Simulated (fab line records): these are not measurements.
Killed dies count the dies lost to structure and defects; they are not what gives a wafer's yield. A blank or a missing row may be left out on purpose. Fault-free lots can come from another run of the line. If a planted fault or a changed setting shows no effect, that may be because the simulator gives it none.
Which tool is to blame? | flow gf180mcu | Sampling: 12 lots, 36 wafers, 5 of 602 route steps

WHAT THE GAUGES READ, wafer by wafer
GF_MVSD_TW_MEAS_11.
lot  | measured     | on            | MVSD_TW
L761 | day 4 10:24  | film-metro-01 | 1551 1554 1557
L765 | day 5 11:48  | film-metro-02 | 1573 1583 1581
L766 | day 5 19:31  | film-metro-04 | 1589 1583 1583
L767 | day 6 01:37  | film-metro-04 | 1617 1621 1614
L770 | day 6 16:50  | film-metro-01 | 1597 1603 1607
L773 | day 7 09:27  | film-metro-02 | 1575 1583 1579
L779 | day 8 22:13  | film-metro-01 | 1567 1564 1562
L780 | day 9 05:05  | film-metro-04 | 1579 1591 1589
L781 | day 9 09:00  | film-metro-02 | 1572 1568 1574
L782 | day 9 13:10  | film-metro-04 | 1586 1579 1574
L783 | day 9 21:19  | film-metro-01 | 1562 1563 1559
L784 | day 10 06:51 | film-metro-01 | 1553 1552 1560

GF_VT_IMPLANT_RS_MEAS_46: measures by four-point-probe.
lot  | measured     | on            | MVSD_RS (ohm/sq)
L761 | day 7 13:20  | film-metro-01 | 456.2 456.2 456.7
L765 | day 8 18:08  | film-metro-04 | 456.0 456.3 456.4
L766 | day 9 02:28  | film-metro-04 | 458.4 457.9 456.5
L767 | day 9 10:16  | film-metro-04 | 438.1 437.8 437.8
L770 | day 10 04:56 | film-metro-01 | 439.6 438.3 437.7
L773 | day 10 23:34 | film-metro-04 | 455.6 456.1 455.6
L779 | day 12 19:51 | film-metro-04 | 456.1 455.2 456.2
L780 | day 13 03:07 | film-metro-02 | 457.2 456.6 456.8
L781 | day 13 08:34 | film-metro-01 | 455.3 457.0 457.3
L782 | day 13 12:11 | film-metro-02 | 458.8 457.7 458.2
L783 | day 13 23:17 | film-metro-02 | 456.8 458.0 456.7
L784 | day 14 09:02 | film-metro-04 | 456.7 457.9 457.8

GF_HV_LDD_OVL_MEAS_47.
lot  | measured     | on         | HV_LDD_03_OVL (nm)
L761 | day 12 09:34 | overlay-02 | 1.3 3.8 1.3
L765 | day 13 21:15 | overlay-02 | 3.5 4.8 4.6
L766 | day 14 05:33 | overlay-02 | 2.8 2.0 1.6
L767 | day 14 13:56 | overlay-01 | 1.7 1.3 3.0
L770 | day 15 13:36 | overlay-02 | -0.2 -1.6 0.0
L773 | day 16 12:14 | overlay-02 | 2.8 2.5 2.2
L779 | day 18 19:40 | overlay-01 | 0.4 -0.3 -0.4
L780 | day 19 07:14 | overlay-02 | 3.7 3.0 4.0
L781 | day 19 09:55 | overlay-01 | 4.5 2.2 2.9
L782 | day 19 15:29 | overlay-01 | 1.1 2.0 -0.4
L783 | day 20 06:02 | overlay-02 | 2.3 1.1 0.3
L784 | day 20 16:47 | overlay-02 | 0.8 1.5 1.9

GF_NSD_CD_MEAS_07: target cd 400 nm.
lot  | measured     | on        | cd-nm (nm)
L761 | day 13 08:26 | cd-sem-02 | 400.4 402.1 402.1
L765 | day 14 20:38 | cd-sem-02 | 402.7 400.3 402.9
L766 | day 15 06:10 | cd-sem-02 | 401.0 402.3 402.9
L767 | day 15 14:11 | cd-sem-02 | 398.6 395.7 395.1
L770 | day 16 15:23 | cd-sem-01 | 401.7 402.9 404.4
L773 | day 17 15:01 | cd-sem-02 | 396.7 398.5 396.3
L779 | day 19 23:18 | cd-sem-02 | 401.2 400.6 400.9
L780 | day 20 10:52 | cd-sem-02 | 399.9 401.8 401.5
L781 | day 20 13:46 | cd-sem-02 | 400.0 401.5 401.5
L782 | day 20 18:20 | cd-sem-02 | 397.9 399.6 399.0
L783 | day 21 09:11 | cd-sem-01 | 399.9 402.1 400.7
L784 | day 21 19:14 | cd-sem-02 | 396.6 397.2 396.9

TOOL THAT RAN EACH LOT (tool first, then ch and the chambers of the sampled wafers, then the start)
lot  | GF_MVSD_IMPLANT_08
L761 | implanter-04 ch 0, day 4 10:01
L765 | implanter-02 ch 0, day 5 11:25
L766 | implanter-04 ch 0, day 5 19:07
L767 | implanter-04 ch 0, day 6 01:14
L770 | implanter-04 ch 0, day 6 16:27
L773 | implanter-02 ch 0, day 7 09:03
L779 | implanter-02 ch 0, day 8 21:50
L780 | implanter-04 ch 0, day 9 04:41
L781 | implanter-04 ch 0, day 9 08:36
L782 | implanter-04 ch 0, day 9 12:47
L783 | implanter-02 ch 0, day 9 20:56
L784 | implanter-04 ch 0, day 10 06:28
- GF_MVSD_IMPLANT_08

WHAT THE TOOLS THEMSELVES READ (means of the sampled wafers that have a number; where no wafer has one, the mark that the record gives instead)
GF_MVSD_IMPLANT_08.
lot  | tool         | beam-on-s (s) | end-station-pressure-torr (Torr) | faraday-current-uA
L761 | implanter-04 | 10.07         | 4.99e-06                         | 89.6
L765 | implanter-02 | 10.09         | 5.07e-06                         | 89.4
L766 | implanter-04 | 10.08         | 5.02e-06                         | 89.6
L767 | implanter-04 | 10.99         | 6.44e-05                         | 79.3
L770 | implanter-04 | 10.71         | 5.99e-05                         | 81.3
L773 | implanter-02 | 10.09         | 5.03e-06                         | 89.8
L779 | implanter-02 | 9.92          | 5.00e-06                         | 90.9
L780 | implanter-04 | 9.90          | 4.98e-06                         | 91.0
L781 | implanter-04 | 9.84          | 5.13e-06                         | 91.6
L782 | implanter-04 | 9.99          | 4.92e-06                         | 90.3
L783 | implanter-02 | 10.11         | 5.18e-06                         | 89.3
L784 | implanter-04 | 9.90          | 4.95e-06                         | 91.1

THE ANSWER, worked out from the rows above alone
Rule: usual is defined by the lots themselves. Put in order of their means at a reading, lots are off if they are a third of the lots or fewer, leave a main group of 4 or more, and stand apart from it by a gap of 3 or more times the standard deviation of the main group's means; of several such gaps the widest counts. Not used: any main group whose means are identical at the precision the tables above print for the reading. A lot without any number at a reading at which 4 lots or more have one is off too. All remaining lots with rows at the step are treated as sound. Order of review: gauges by route order, followed by the tools' own readings, for which a lot's mean as printed above is used. At the first step where some lot is off, the reading lying furthest off is the one used; lots without a number count as furthest.
Off: at GF_VT_IMPLANT_RS_MEAS_46 (MVSD_RS), L767, L770. Mean 456.8 ohm/sq and standard deviation 0.77 in the main group.
If a tool, at a process step before that reading, ran all the lots that are off and no sound lot after the first of them, it fits. The gauges at GF_VT_IMPLANT_RS_MEAS_46 aren't tried: what is off there is off at GF_MVSD_IMPLANT_08 too, on other tools, and a gauge's error can't cause that. Of those tried, none fits.

WHAT THE SIMULATOR HAD PUT IN
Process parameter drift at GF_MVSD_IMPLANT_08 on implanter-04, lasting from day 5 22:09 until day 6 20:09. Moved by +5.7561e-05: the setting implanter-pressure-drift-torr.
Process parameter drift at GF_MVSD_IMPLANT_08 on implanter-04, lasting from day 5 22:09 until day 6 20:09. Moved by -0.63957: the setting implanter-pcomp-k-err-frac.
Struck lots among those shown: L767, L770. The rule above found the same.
